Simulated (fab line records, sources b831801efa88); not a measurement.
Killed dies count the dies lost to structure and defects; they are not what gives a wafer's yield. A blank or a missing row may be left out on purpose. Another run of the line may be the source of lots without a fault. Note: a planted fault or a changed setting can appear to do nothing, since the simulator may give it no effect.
Problem report in the 8D (eight disciplines) form, filled by code    flow gf180mcu    the parts of the form that need people (team, actions taken, sign-off) are left out

== 1. THE ISSUE ==
strip_time_to_endpoint_s at GF_DUAL_GATE_STRIP_13 reads a mean of 13.45 s on 6 wafers of 2 lots; wafers without a fault read 12.64 s with a standard deviation of 0.031. Relative to the usual mean, that is a shift of +26 standard deviations.
The step: strips in O2/N2.
First seen on wafer L366.1, day 12 15:38, on plasma_asher-01. Wafers with a number at this step in the record: 33, from 12 lots. The rule behind "out" and "out of limits": a value lying over 4 standard deviations away from the usual mean. Any other wafer with a number is counted as sound.

== 2. WHAT IT IS; WHAT IT IS NOT ==
question                     is                        is not
which readings at this step  strip_time_to_endpoint_s  drypump_motor_current_A, heater_power_w, oes_product_au
which lots                   L366, L367                L351, L352, L353, L354, L355, L356, L357, L371, L372, L373
which wafers of those lots   all that have a number    -
read on which tools          plasma_asher-01           plasma_asher-02, plasma_asher-04
when                         from day 12 15:38         up to then (20 sound wafers); but 7 sound wafers of L371, L372, L373 came after

== 3. WHAT RULES OUT EACH SUSPECT ==
Counting: any tool at a process step up to the reading is kept as a suspect provided that every lot that is out went through it and no sound lot did after the first of them.
- litho_track-01 at GF_DUAL_GATE_COAT_06 (resist thk 1000 nm): kept. It ran every lot that is out, first L366 (day 12 05:52), and no sound lot after that; its last sound lot up to then is L357 (day 9 17:10).
- plasma_asher-01 at GF_DUAL_GATE_STRIP_13 (strips in O2/N2): kept. It ran every lot that is out, first L366 (day 12 15:38), and no sound lot after that; its last sound lot up to then is L351 (day 8 10:23). Its own strip_time_to_endpoint_s readings are out on those wafers.
After counting, litho_track-01 at GF_DUAL_GATE_COAT_06 and plasma_asher-01 at GF_DUAL_GATE_STRIP_13 remain.

== 4. THE CAUSE (what the simulator had put in) ==
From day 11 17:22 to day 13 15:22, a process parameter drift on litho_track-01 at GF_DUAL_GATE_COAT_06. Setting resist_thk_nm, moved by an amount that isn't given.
2 suspects survive the count, and this tool is in that group.

== 5. THE EFFECT CHAIN, in route order ==
Rows list readings where the struck wafers' mean (over those with a number) sits beyond 3 standard deviations from the usual. Scope: only readings with a usual standard deviation given in the record; hours: median across lots of the time from each lot's start at the first step in this table that gives one to its start at this step; sigmas: change in usual standard deviations.
hours  step                   reading                   usual    on struck wafers  change  sigmas
0      GF_DUAL_GATE_STRIP_13  strip_time_to_endpoint_s  12.64 s  13.45             +0.81   +26
Here are the process steps it includes:
- GF_DUAL_GATE_STRIP_13: strips in O2/N2.
Later measuring or inspecting steps at which every struck wafer that the step has a row for has a number for every such reading, and none has moved that far: GF_HV_LDD_THK_MEAS_55, GF_M1_RS_MEAS_05.

== 6. HOW IT WOULD HAVE BEEN CAUGHT EARLIER ==
In this record the first reading out of limits was taken at day 12 15:38, 22 hours after the fault began at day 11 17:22.
An alarm limit of 4 standard deviations would not have fired on the tool readings at GF_DUAL_GATE_COAT_06 for which the record gives a usual standard deviation, since none of them was out on any struck wafer.
Each of the lots that are out, 2 in all, had begun GF_DUAL_GATE_COAT_06 on litho_track-01 no later than day 12 15:38. Tool hold at that time: it would have spared none of them.
